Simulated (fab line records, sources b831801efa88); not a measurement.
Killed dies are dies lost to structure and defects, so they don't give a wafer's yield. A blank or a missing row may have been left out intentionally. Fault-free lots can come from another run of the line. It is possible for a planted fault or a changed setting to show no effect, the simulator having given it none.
The same fault as seen by 2 desks + flow gf180mcu + what lay behind the numbers comes last; until then each desk has only its own

== AT THE TOOL OWNER'S DESK: pvd sputter-02 ==
At GF_MIM_SPUTTER_09 (material TiN, target thk 35 nm, time 29.2 s) the tool's own readings: per lot run on this tool, the mean of the sampled wafers that have a number. The brackets show how far a lot's mean lies from the usual mean; more than 4 standard deviations puts the lot out of limits, marked OUT.
Columns: A = throttle valve pct at GF_MIM_SPUTTER_09, usual 30.1 %
| lot  | first seen here | A    |
|------|-----------------|------|
| L412 | day 26 21:45    | 30.0 |
| L414 | day 28 06:52    | 30.4 |
| L417 | day 28 09:32    | 29.7 |
| L416 | day 28 10:50    | 30.6 |
| L420 | day 29 08:25    | 30.2 |
Result from this desk: across the 5 lots, nothing is out of limits.

== AT THE METROLOGY DESK ==
What the gauges read, lot by lot, whatever tool the lot ran on: means of the sampled wafers that have a number. The brackets show how far a lot's mean lies from the usual mean; more than 4 standard deviations puts the lot out of limits, marked OUT.
Columns: A = V4_W_RS at GF_V4_RS_MEAS_24, usual 0.327 ohm/sq; B = MIM_CVD_05_THK at GF_MIM_THK_MEAS_06, usual 41.9 nm
| lot  | first seen here | A     | B    |
|------|-----------------|-------|------|
| L408 | day 25 15:46    | 0.328 | 42.6 |
| L410 | day 26 04:25    | 0.329 | 42.1 |
| L411 | day 26 14:59    | 0.328 | 42.0 |
| L412 | day 26 20:53    | 0.332 | 42.0 |
| L414 | day 28 06:01    | 0.327 | 41.6 |
| L417 | day 28 08:41    | 0.324 | 41.9 |
| L416 | day 28 09:57    | 0.330 | 41.7 |
| L420 | day 29 07:35    | 0.324 | 42.5 |
| L421 | day 29 12:23    | 0.327 | 42.2 |
| L422 | day 29 20:03    | 0.329 | 41.7 |
| L425 | day 30 22:37    | 0.331 | 42.2 |
| L428 | day 31 12:10    | 0.329 | 41.5 |
Result from this desk: across the 12 lots, nothing is out of limits.

== TAKEN TOGETHER ==
Nothing out of limits was seen by the tool owner's desk.
At the metrology desk, nothing out of limits was observed.

== WHAT THE SIMULATOR HAD INSERTED ==
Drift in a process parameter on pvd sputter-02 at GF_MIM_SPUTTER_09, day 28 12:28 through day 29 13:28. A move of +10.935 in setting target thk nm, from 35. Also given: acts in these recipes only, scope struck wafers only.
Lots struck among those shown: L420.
